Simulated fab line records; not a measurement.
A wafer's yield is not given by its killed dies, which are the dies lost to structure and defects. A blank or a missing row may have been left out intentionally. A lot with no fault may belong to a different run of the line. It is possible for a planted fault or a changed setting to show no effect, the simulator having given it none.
fab line records -- flow sky130
[record] lots = 11, wafers = 33, last-day = 50
route steps=708 shown METAL4@632 METAL5@676 PASSIVATION@683 PAD_OPEN@708
lots untouched by any fault: they come from a run of this same line in which no faults occurred
start-h: hours from the record's first day to the start of the lot's first wafer shown -- wait-h: time in hours since the lot's previous step -- " as in the row above -- L1.1+2: a row that stands for several wafers -- - either no value or no given start -- * or withheld: withheld -- < > ~ a bound
route shown NAME@n: a module of which the file shows steps, and the number in the route of the first -- usual: mean/standard deviation of fault-free wafers -- same: alike in all rows -- chamber/n: place in a boat -- sites: readings site by site -- _std_site: their standard deviation -- _edge_site: outer sites' mean less inner sites' -- radius-mm: how far each site lies from the wafer's centre -- mask NAME#n: copy n -- behind: the last tool/chamber to shape the wafer -- hold: why the lot went on hold/how many hours it stayed there/how the hold came to an end -- device: which transistor (n, p or np) failed to switch -- end of line: the same wafers' tests at the end of the route -- where a step has no rows: the recipe by itself -- killed: dies that structure and defects cost at the first sort, which is not the same as the wafer's yield -- map: the dies of a wafer, with x for killed, . for not killed, _ for no die there
set.NAME: the setting as run; set.NAME@STEP: as run at that earlier step -- model.NAME: the simulator's own value behind a step, which no gauge read
steps of the route over a sample of lots; a table a step, a row a wafer
services: the hour from which a tool's chamber was out of use, counted from the record's first day as start-h (under 0 if before that day), plus the number of hours and why
[[steps]]
[step SKY_METAL4_ETCH_16]
[recipe] chemistry = N2/H2, target = BARC, ion-energy-ev = 200, bias-w = 100, pressure-mtorr = 30, n2-flow-sccm = 100, h2-flow-sccm = 200, icp-w = 500, stop-on = SiO2, time-s = 88.2, target-depth-a = 600
[usual] chamber-pressure-mTorr = 30.000/0.029, drypump-motor-current-A = 5.7/0.46, oes-product-au = 0.625/0.0047, rf-fwd-power-W = 496.7/1.8, throttle-valve-pct = 13.204/0.0094
lot.wafer,tool,chamber,start-h,wait-h,chamber-pressure-mTorr,drypump-motor-current-A,oes-product-au,rf-fwd-power-W,rf-hours-counter-h,throttle-valve-pct
L936.2,rie-metal-04,1,983.56,0.0,30.001,6.0,0.625,498.4,18,13.203
L936.4,rie-metal-04,0,983.56,0.0,30.021,6.0,0.626,494.3,-,13.202
L936.5,rie-metal-04,0,983.56,0.0,29.975,6.1,0.619,496.5,-,13.192
L937.1,rie-metal-04,1,984.13,0.0,30.011,6.0,0.625,496.4,18,13.211
L937.2,rie-metal-04,0,984.13,0.0,30.008,6.1,0.626,498.6,14,13.209
L937.3,rie-metal-04,1,984.13,0.0,30.007,6.0,0.624,497.8,-,13.213
L939.2,rie-metal-03,0,1003.51,0.0,30.003,5.6,0.630,496.4,15,13.205
L939.4,rie-metal-03,1,1003.51,0.0,30.064,5.9,0.627,499.1,-,13.200
L939.6,rie-metal-03,1,1003.51,0.0,29.972,6.0,0.624,501.4,-,13.198
L942.1,rie-metal-04,0,1029.59,0.1,30.036,6.1,0.633,497.2,18,13.211
L942.4,rie-metal-04,0,1029.59,0.1,29.951,6.1,0.630,498.0,-,13.211
L942.5,rie-metal-04,0,1029.59,0.1,30.045,6.1,0.621,496.7,-,13.206
L943.1,rie-metal-02,0,1038.83,0.0,29.959,4.8,0.623,498.0,4,13.210
L943.2,rie-metal-02,1,1038.83,0.0,29.974,5.7,0.627,495.7,15,13.205
L943.4,rie-metal-02,0,1038.83,0.0,29.958,4.8,0.632,498.3,-,13.203
L947.3,rie-metal-04,0,1066.85,0.0,29.980,6.1,0.633,495.2,-,13.201
L947.4,rie-metal-04,1,1066.85,0.0,30.011,6.0,0.627,497.8,-,13.208
L947.6,rie-metal-04,0,1066.85,0.0,30.014,6.1,0.630,496.8,-,13.195
L948.1,rie-metal-02,0,1070.06,0.0,29.977,4.8,0.619,501.3,6,13.214
L948.2,rie-metal-02,1,1070.06,0.0,30.047,5.7,0.624,494.0,17,13.202
L948.5,rie-metal-02,0,1070.06,0.0,30.032,4.8,0.624,500.5,-,13.213
L953.2,rie-metal-03,1,1096.33,0.0,30.002,6.0,0.630,495.6,11,13.220
L953.3,rie-metal-03,1,1096.33,0.0,29.975,5.9,0.622,495.5,-,13.213
L953.6,rie-metal-03,1,1096.33,0.0,29.970,5.9,0.626,494.4,-,13.214
L954.1,rie-metal-03,1,1104.51,0.0,29.988,5.9,0.624,498.8,12,13.223
L954.3,rie-metal-03,1,1104.51,0.0,29.997,5.9,0.620,498.5,-,13.195
L954.4,rie-metal-03,0,1104.51,0.0,29.981,5.7,0.631,496.2,-,13.208
L955.1,rie-metal-04,1,1104.86,0.0,30.049,6.0,0.622,494.2,5,13.205
L955.4,rie-metal-04,1,1104.86,0.0,30.025,6.0,0.628,495.4,-,13.211
L955.5,rie-metal-04,1,1104.86,0.0,30.010,6.0,0.625,494.7,-,13.196
L957.3,rie-metal-02,1,1112.40,0.0,29.984,5.7,0.628,495.7,-,13.200
L957.4,rie-metal-02,0,1112.40,0.0,30.045,4.8,0.627,499.0,-,13.209
L957.6,rie-metal-02,0,1112.40,0.0,29.972,4.8,0.627,496.3,-,13.185
[step SKY_METAL5_METAL_ETCH_15]
[recipe] target-depth-a = 12600, stop-on = SiO2, over-etch-frac = 0.2079, time-s = 252, chemistry = Cl2/BCl3, resist-sidewall-deg = 86, pressure-mtorr = 10, icp-w = 900, bias-w = 48.5, Cl2_flow_sccm = 60, bcl3-flow-sccm = 30
[usual] chamber-pressure-mTorr = 10.001/0.0085, drypump-motor-current-A = 5.9/0.4, oes-product-au = 0.891/0.0048, rf-fwd-power-W = 897.3/2.7, throttle-valve-pct = 22.265/0.009
lot.wafer,tool,chamber,start-h,wait-h,chamber-pressure-mTorr,drypump-motor-current-A,oes-product-au,rf-fwd-power-W,rf-hours-counter-h,throttle-valve-pct
L936.2,rie-metal-04,0,1031.74,0.1,10.023,6.1,0.886,896.5,-,22.268
L936.4,rie-metal-04,0,1031.74,0.1,10.002,6.1,0.892,897.4,-,22.268
L936.5,rie-metal-04,0,1031.74,0.1,10.002,6.1,0.887,893.8,-,22.261
L937.1,rie-metal-01,1,1032.91,0.0,10.013,5.2,0.888,897.8,4,22.255
L937.2,rie-metal-01,0,1032.91,0.0,10.010,6.4,0.888,894.4,16,22.271
L937.3,rie-metal-01,1,1032.91,0.0,10.002,5.2,0.888,899.5,-,22.266
L939.2,rie-metal-04,1,1051.71,0.0,9.999,6.0,0.896,892.8,1,22.257
L939.4,rie-metal-04,1,1051.71,0.0,9.999,6.0,0.891,892.5,-,22.260
L939.6,rie-metal-04,1,1051.71,0.0,10.006,6.0,0.901,891.7,-,22.259
L942.1,rie-metal-04,1,1076.08,0.0,9.999,6.0,0.893,896.4,3,22.261
L942.4,rie-metal-04,1,1076.08,0.0,10.015,6.0,0.890,896.6,-,22.257
L942.5,rie-metal-04,0,1076.08,0.0,10.005,6.1,0.891,891.4,-,22.258
L943.1,rie-metal-03,0,1084.82,0.0,10.010,5.6,0.902,897.2,21,22.270
L943.2,rie-metal-03,1,1084.82,0.0,9.997,5.9,0.892,896.5,10,22.260
L943.4,rie-metal-03,1,1084.82,0.0,10.007,6.0,0.891,895.9,-,22.278
L947.3,rie-metal-03,1,1111.45,0.1,9.993,6.0,0.896,903.0,-,22.264
L947.4,rie-metal-03,0,1111.45,0.1,10.026,5.6,0.890,897.4,-,22.251
L947.6,rie-metal-03,0,1111.45,0.1,10.011,5.6,0.891,895.5,-,22.274
L948.1,rie-metal-01,1,1113.11,0.0,10.006,5.2,0.889,895.7,8,22.268
L948.2,rie-metal-01,0,1113.11,0.0,10.013,6.4,0.896,902.9,20,22.272
L948.5,rie-metal-01,1,1113.11,0.0,9.998,5.2,0.876,897.6,-,22.256
L953.2,rie-metal-04,1,1138.59,0.1,10.006,6.0,0.889,896.7,-,22.243
L953.3,rie-metal-04,1,1138.59,0.1,9.979,6.0,0.892,895.1,-,22.254
L953.6,rie-metal-04,1,1138.59,0.1,9.999,6.0,0.889,895.9,-,22.260
L954.1,rie-metal-01,0,1146.71,0.0,9.990,6.4,0.893,896.2,23,22.258
L954.3,rie-metal-01,1,1146.71,0.0,10.006,5.2,0.891,898.6,-,22.267
L954.4,rie-metal-01,0,1146.71,0.0,10.007,6.4,0.893,900.4,-,22.259
L955.1,rie-metal-04,1,1147.04,0.1,10.017,6.0,0.892,900.3,10,22.260
L955.4,rie-metal-04,1,1147.04,0.1,9.999,6.0,0.887,896.7,-,22.263
L955.5,rie-metal-04,1,1147.04,0.1,9.999,6.0,0.893,895.2,-,22.252
L957.3,rie-metal-04,0,1153.89,0.1,10.007,6.1,0.892,896.7,-,22.250
L957.4,rie-metal-04,1,1153.89,0.1,10.002,6.0,0.898,899.7,-,22.255
L957.6,rie-metal-04,1,1153.89,0.1,9.997,6.0,0.893,900.9,-,22.244
[step SKY_PASSIVATION_CVD_02]
[recipe] material = Si3N4, target-thk-nm = 540, temp-c = 400, time-s = withheld, rf-w = 450
[usual] heater-power-w = 689/86, rf-fwd-power-W = 449.1/1.2
lot.wafer,tool,chamber,start-h,wait-h,heater-power-w,rf-fwd-power-W
L936.2,pecvd-01,2,1032.91,0.0,720,448.5
L936.4,pecvd-01,2,1032.91,0.0,770,451.5
L936.5,pecvd-01,0,1032.91,0.0,655,449.3
L937.1,pecvd-02,0,1033.86,0.1,660,449.9
L937.2,pecvd-02,1,1033.86,0.1,646,448.0
L937.3,pecvd-02,2,1033.86,0.1,660,450.6
L939.2,pecvd-02,2,1053.24,0.0,650,450.1
L939.4,pecvd-02,2,1053.24,0.0,656,448.1
L939.6,pecvd-02,0,1053.24,0.0,622,446.4
L942.1,pecvd-02,0,1077.02,0.1,582,449.5
L942.4,pecvd-02,2,1077.02,0.1,654,451.2
L942.5,pecvd-02,0,1077.02,0.1,610,448.8
L943.1,pecvd-01,2,1085.79,0.1,743,449.7
L943.2,pecvd-01,0,1085.79,0.1,724,446.9
L943.4,pecvd-01,0,1085.79,0.1,754,447.7
L947.3,pecvd-03,2,1112.28,0.0,585,449.6
L947.4,pecvd-03,2,1112.28,0.0,616,448.9
L947.6,pecvd-03,1,1112.28,0.0,889,451.2
L948.1,pecvd-03,2,1114.05,0.1,667,448.8
L948.2,pecvd-03,1,1114.05,0.1,874,450.9
L948.5,pecvd-03,1,1114.05,0.1,879,449.4
L953.2,pecvd-02,1,1139.65,0.0,666,448.6
L953.3,pecvd-02,0,1139.65,0.0,549,449.4
L953.6,pecvd-02,1,1139.65,0.0,714,449.1
L954.1,pecvd-02,1,1147.62,0.1,696,449.5
L954.3,pecvd-02,2,1147.62,0.1,652,448.2
L954.4,pecvd-02,1,1147.62,0.1,709,449.5
L955.1,pecvd-01,2,1148.29,0.1,767,449.1
L955.4,pecvd-01,2,1148.29,0.1,792,446.7
L955.5,pecvd-01,0,1148.29,0.1,678,447.4
L957.3,pecvd-01,2,1154.72,0.0,761,450.3
L957.4,pecvd-01,2,1154.72,0.0,769,450.4
L957.6,pecvd-01,1,1154.72,0.0,824,448.0
[step SKY_PASSIVATION_THK_MEAS_03]
[recipe] reads = Si3N4_of_PASSIVATION_CVD_02
[usual] PASSIVATION_CVD_02_THK = 536/7.4
lot.wafer,tool,chamber,start-h,wait-h,PASSIVATION_CVD_02_THK[nm]
L936.2,film-metro-02,-,1033.15,-,530
L936.4,film-metro-02,-,1033.15,-,537
L936.5,film-metro-02,-,1033.15,-,533
L937.1,film-metro-02,-,1034.08,-,536
L937.2,film-metro-02,-,1034.08,-,537
L937.3,film-metro-02,-,1034.08,-,538
L939.2,film-metro-02,-,1053.47,-,533
L939.4,film-metro-02,-,1053.47,-,541
L939.6,film-metro-02,-,1053.47,-,547
L942.1,film-metro-03,-,1077.25,-,545
L942.4,film-metro-03,-,1077.25,-,547
L942.5,film-metro-03,-,1077.25,-,555
L943.1,film-metro-01,-,1086.01,-,529
L943.2,film-metro-01,-,1086.01,-,531
L943.4,film-metro-01,-,1086.01,-,540
L947.3,film-metro-01,-,1112.53,-,525
L947.4,film-metro-01,-,1112.53,-,531
L947.6,film-metro-01,-,1112.53,-,526
L948.1,film-metro-03,-,1114.27,-,522
L948.2,film-metro-03,-,1114.27,-,521
L948.5,film-metro-03,-,1114.27,-,531
L953.2,film-metro-02,-,1139.89,-,536
L953.3,film-metro-02,-,1139.89,-,542
L953.6,film-metro-02,-,1139.89,-,546
L954.1,film-metro-03,-,1147.84,-,541
L954.3,film-metro-03,-,1147.84,-,537
L954.4,film-metro-03,-,1147.84,-,536
L955.1,film-metro-02,-,1148.52,-,536
L955.4,film-metro-02,-,1148.52,-,542
L955.5,film-metro-02,-,1148.52,-,536
L957.3,film-metro-01,-,1154.96,-,533
L957.4,film-metro-01,-,1154.96,-,537
L957.6,film-metro-01,-,1154.96,-,539
[step SKY_PAD_OPEN_PROBE_99]
[usual] defect-limited-yield = 82.5/2.1, killed_at_M0_to_M3 = 43/7.7, killed_at_M4_up = 3.4/1.9, killed-at-contacts = 25/5.6, killed-at-front-end = 14/4.3, killed-at-other = 0.2/0.5, killed-dies = 86/10, killed-open = 47/7.2, killed-short = 39/6.7, sort_bin_3_pad_short = 0.9/0.46, sort_bin_5_function = 10.4/1.5, sort_bin_6_memory = 6.2/1.2, sort-n-pass = 406/10, sort-yield-pct = 82.5/2.1
[same] gross-dies = 492, killed-at-back-side = 0, sort_bin_4_leakage[%] = 0, sort_bin_8_speed[%] = 0
lot.wafer,tool,chamber,start-h,wait-h,defect-limited-yield[%],killed_at_M0_to_M3,killed_at_M4_up,killed-at-contacts,killed-at-front-end,killed-at-other,killed-dies,killed-open,killed-short,sort_bin_3_pad_short[%],sort_bin_5_function[%],sort_bin_6_memory[%],sort-n-pass,sort-yield-pct[%]
L942.1,prober-02,-,1120.33,0.1,80.1,53,2,31,12,0,98,57,41,1.2,11.4,7.3,394,80.1
L942.4,prober-02,-,1120.48,0.2,83.5,41,1,25,13,1,81,40,41,1.2,9.8,5.5,411,83.5
L942.5,prober-02,-,1120.53,0.2,82.9,47,1,24,12,0,84,48,36,1.0,9.3,6.7,408,82.9
L943.1,prober-01,-,1128.10,0.1,81.7,51,1,20,17,1,90,48,42,1.0,9.6,7.7,402,81.7
L943.2,prober-01,-,1128.15,0.1,80.3,51,3,26,17,0,97,59,38,1.0,12.6,6.1,395,80.3
L943.4,prober-01,-,1128.25,0.2,84.3,30,1,29,17,0,77,40,37,0.6,9.1,5.9,415,84.3
L948.1,prober-02,-,1154.39,0.1,83.3,39,2,29,12,0,82,46,36,1.0,9.3,6.3,410,83.3
L948.2,prober-02,-,1154.44,0.1,81.3,43,4,35,10,0,92,53,39,1.2,11.2,6.3,400,81.3
L948.5,prober-02,-,1154.59,0.2,82.1,48,5,18,17,0,88,49,39,0.6,11.6,5.7,404,82.1
L954.1,prober-02,-,1185.21,0.1,83.5,30,1,23,27,0,81,43,38,0,10.8,5.7,411,83.5
L954.3,prober-02,-,1185.31,0.2,83.1,32,2,32,17,0,83,48,35,1.6,8.7,6.5,409,83.1
L954.4,prober-02,-,1185.36,0.2,83.7,39,2,24,14,1,80,39,41,0.6,10.0,5.7,412,83.7
L955.1,prober-01,-,1186.26,0.1,80.7,33,30,25,7,0,95,39,29,1.8,11.2,6.3,397,80.7
L955.4,prober-01,-,1186.41,0.2,76.2,37,29,28,22,1,117,50,42,1.4,14.4,7.9,375,76.2
L955.5,prober-01,-,1186.46,0.2,77.4,33,31,32,15,0,111,58,25,1.4,15.9,5.3,381,77.4
L957.3,prober-01,-,1191.67,0.2,76.4,43,30,26,17,0,116,47,42,2.2,13.0,8.3,376,76.4
L957.4,prober-01,-,1191.72,0.2,78.7,40,28,30,7,0,105,46,36,1.2,12.0,8.1,387,78.7
L957.6,prober-01,-,1191.82,0.2,78.5,34,27,30,14,1,106,49,35,1.4,12.6,7.5,386,78.5
// killed by level:class
L942.1 VIA1:geometric-particle:open=16 CONTACT:geometric-particle:open=15 LI_CONTACT:geometric-particle:open=7 METAL1:geometric-particle:short=7 VIA2:geometric-particle:open=6 VIA3:geometric-particle:short=6 CONTACT:geometric-particle:short=5 VIA1:geometric-particle:short=5
L942.4 CONTACT:geometric-particle:open=11 VIA2:geometric-particle:open=10 VIA1:geometric-particle:open=9 FIELD_ISO:geometric-particle:short=6 METAL2:geometric-particle:short=6 LOCAL_INTERCONNECT:geometric-particle:short=5 CONTACT:geometric-particle:short=5 VIA3:geometric-particle:short=5
L942.5 VIA1:geometric-particle:open=10 CONTACT:geometric-particle:open=8 VIA2:geometric-particle:short=6 LI_CONTACT:geometric-particle:open=6 VIA2:geometric-particle:open=6 POLY_GATE:geometric-particle:short=4 VIA3:geometric-particle:open=4 METAL1:geometric-particle:open=4
L943.1 VIA1:geometric-particle:open=11 FIELD_ISO:geometric-particle:short=7 CONTACT:geometric-particle:open=7 VIA1:geometric-particle:short=6 METAL2:geometric-particle:short=6 LI_CONTACT:geometric-particle:open=6 METAL1:geometric-particle:short=6 VIA2:geometric-particle:open=6
L943.2 VIA1:geometric-particle:open=15 CONTACT:geometric-particle:open=14 FIELD_ISO:geometric-particle:short=8 LI_CONTACT:geometric-particle:open=6 METAL1:geometric-particle:short=6 FIELD_ISO:geometric-particle:open=5 VIA2:geometric-particle:open=5 VIA3:geometric-particle:open=5
L943.4 CONTACT:geometric-particle:open=10 VIA1:geometric-particle:open=9 CONTACT:geometric-particle:short=8 FIELD_ISO:geometric-particle:short=7 FIELD_ISO:geometric-particle:open=5 LI_CONTACT:geometric-particle:open=5 METAL1:geometric-particle:short=5 LOCAL_INTERCONNECT:geometric-particle:short=4
L948.1 CONTACT:geometric-particle:open=11 VIA1:geometric-particle:open=9 LI_CONTACT:geometric-particle:open=8 VIA3:geometric-particle:open=6 METAL2:geometric-particle:short=6 FIELD_ISO:geometric-particle:short=5 VIA2:geometric-particle:open=5 LI_CONTACT:geometric-particle:short=4
L948.2 VIA1:geometric-particle:open=13 LI_CONTACT:geometric-particle:open=12 CONTACT:geometric-particle:open=9 VIA1:geometric-particle:short=7 CONTACT:geometric-particle:short=6 VIA2:geometric-particle:open=5 LOCAL_INTERCONNECT:geometric-particle:short=4 METAL4:geometric-particle:short=4
L948.5 VIA1:geometric-particle:open=11 LI_CONTACT:geometric-particle:open=8 VIA3:geometric-particle:open=8 VIA2:geometric-particle:open=8 CONTACT:geometric-particle:open=6 METAL1:geometric-particle:short=6 FIELD_ISO:geometric-particle:open=4 VIA1:geometric-particle:short=4
L954.1 CONTACT:geometric-particle:open=9 FIELD_ISO:geometric-particle:open=7 POLY_GATE:geometric-particle:short=7 VIA1:geometric-particle:open=7 FIELD_ISO:geometric-particle:short=6 POLY_GATE:geometric-particle:open=6 LI_CONTACT:geometric-particle:open=6 VIA1:geometric-particle:short=6
L954.3 CONTACT:geometric-particle:open=9 LI_CONTACT:geometric-particle:open=8 VIA1:geometric-particle:open=8 FIELD_ISO:geometric-particle:open=6 METAL1:geometric-particle:short=5 LOCAL_INTERCONNECT:geometric-particle:short=5 VIA2:geometric-particle:open=5 FIELD_ISO:geometric-particle:short=4
L954.4 CONTACT:geometric-particle:open=9 VIA3:geometric-particle:open=9 VIA2:geometric-particle:open=6 FIELD_ISO:geometric-particle:short=5 CONTACT:geometric-particle:short=5 METAL3:geometric-particle:short=5 LI_CONTACT:geometric-particle:open=4 LOCAL_INTERCONNECT:geometric-particle:short=4
L955.1 METAL5:unspecified=27 VIA1:geometric-particle:open=8 LI_CONTACT:geometric-particle:open=7 LOCAL_INTERCONNECT:geometric-particle:short=7 CONTACT:geometric-particle:open=6 VIA2:geometric-particle:open=5 VIA2:geometric-particle:short=4 VIA3:geometric-particle:open=4
L955.4 METAL5:unspecified=25 CONTACT:geometric-particle:open=12 VIA1:geometric-particle:open=12 CONTACT:geometric-particle:short=9 VIA2:geometric-particle:open=6 FIELD_ISO:geometric-particle:short=5 VIA3:geometric-particle:open=5 POLY_GATE:geometric-particle:open=4
L955.5 METAL5:unspecified=28 CONTACT:geometric-particle:open=13 LI_CONTACT:geometric-particle:open=11 VIA1:geometric-particle:open=6 VIA3:geometric-particle:open=5 FIELD_ISO:geometric-particle:open=4 LOCAL_INTERCONNECT:geometric-particle:short=4 METAL2:geometric-particle:open=4
L957.3 METAL5:unspecified=27 VIA1:geometric-particle:open=11 CONTACT:geometric-particle:open=9 VIA2:geometric-particle:open=7 POLY_GATE:geometric-particle:short=6 LI_CONTACT:geometric-particle:open=6 POLY_GATE:geometric-particle:open=5 CONTACT:geometric-particle:short=5
L957.4 METAL5:unspecified=23 LI_CONTACT:geometric-particle:open=11 CONTACT:geometric-particle:open=9 VIA2:geometric-particle:open=7 VIA1:geometric-particle:short=7 VIA3:geometric-particle:open=7 LI_CONTACT:geometric-particle:short=4 METAL2:geometric-particle:short=4
L957.6 METAL5:unspecified=22 LI_CONTACT:geometric-particle:open=11 CONTACT:geometric-particle:open=9 VIA2:geometric-particle:open=7 METAL1:geometric-particle:short=7 CONTACT:geometric-particle:short=6 POLY_GATE:geometric-particle:open=5 METAL4:geometric-particle:short=5
[[services]]
tool,chamber,start-h,hours,kind
rie-metal-02,-,973.19,2.8,pm
pecvd-03,-,984.72,0.5,repair
pecvd-01,-,985.98,0.5,repair
rie-metal-01,-,996.49,0.4,repair
pecvd-02,2,998.09,2.1,scheduled-down
pecvd-01,1,999.38,-,clean
pecvd-01,1,999.38,-,consumable-replace:showerhead
pecvd-01,1,999.38,29.0,scheduled-down
pecvd-01,1,999.38,29.0,vent-cycle
rie-metal-04,1,1007.08,-,clean
rie-metal-04,1,1007.08,29.9,scheduled-down
rie-metal-04,1,1007.08,29.9,vent-cycle
pecvd-02,2,1020.62,8.8,repair
rie-metal-02,-,1021.32,0.3,repair
pecvd-03,1,1025.07,9.2,repair
rie-metal-03,-,1031.37,1.9,repair
pecvd-01,2,1034.84,5.5,scheduled-down
pecvd-03,-,1038.91,0.5,repair
pecvd-02,-,1046.77,0.5,repair
pecvd-03,0,1052.35,2.1,scheduled-down
rie-metal-01,-,1088.55,4.3,pm
pecvd-02,2,1090.00,16.5,scheduled-down
pecvd-02,1,1106.50,5.5,scheduled-down
rie-metal-04,0,1131.50,21.5,repair
[[key]]
[first-sign] step = SKY_PAD_OPEN_PROBE_99, reading = killed_at_M4_up, direction = up, sigmas = 13, usual = 3.4, struck = 29.2
[effect] step = SKY_PAD_OPEN_PROBE_99, reading = defect-limited-yield, direction = down, sigmas = 2.1, usual = 82.5, struck = 78.0, wafers-moved = 4
met-at SKY_METAL5_METAL_ETCH_15
struck-lots L955,L957
not-acting-at SKY_METAL4_ETCH_16,SKY_PASSIVATION_CVD_02,SKY_PASSIVATION_THK_MEAS_03
onset-between 1138.59 1147.04
also-fits time
[fault] kind = chamber-particle-source, tool = rie-metal-04, chamber = -, onset-h = 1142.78, steps = SKY_METAL5_METAL_ETCH_15, rate-per-visit-cm2 = 0.51956, end-h = 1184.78
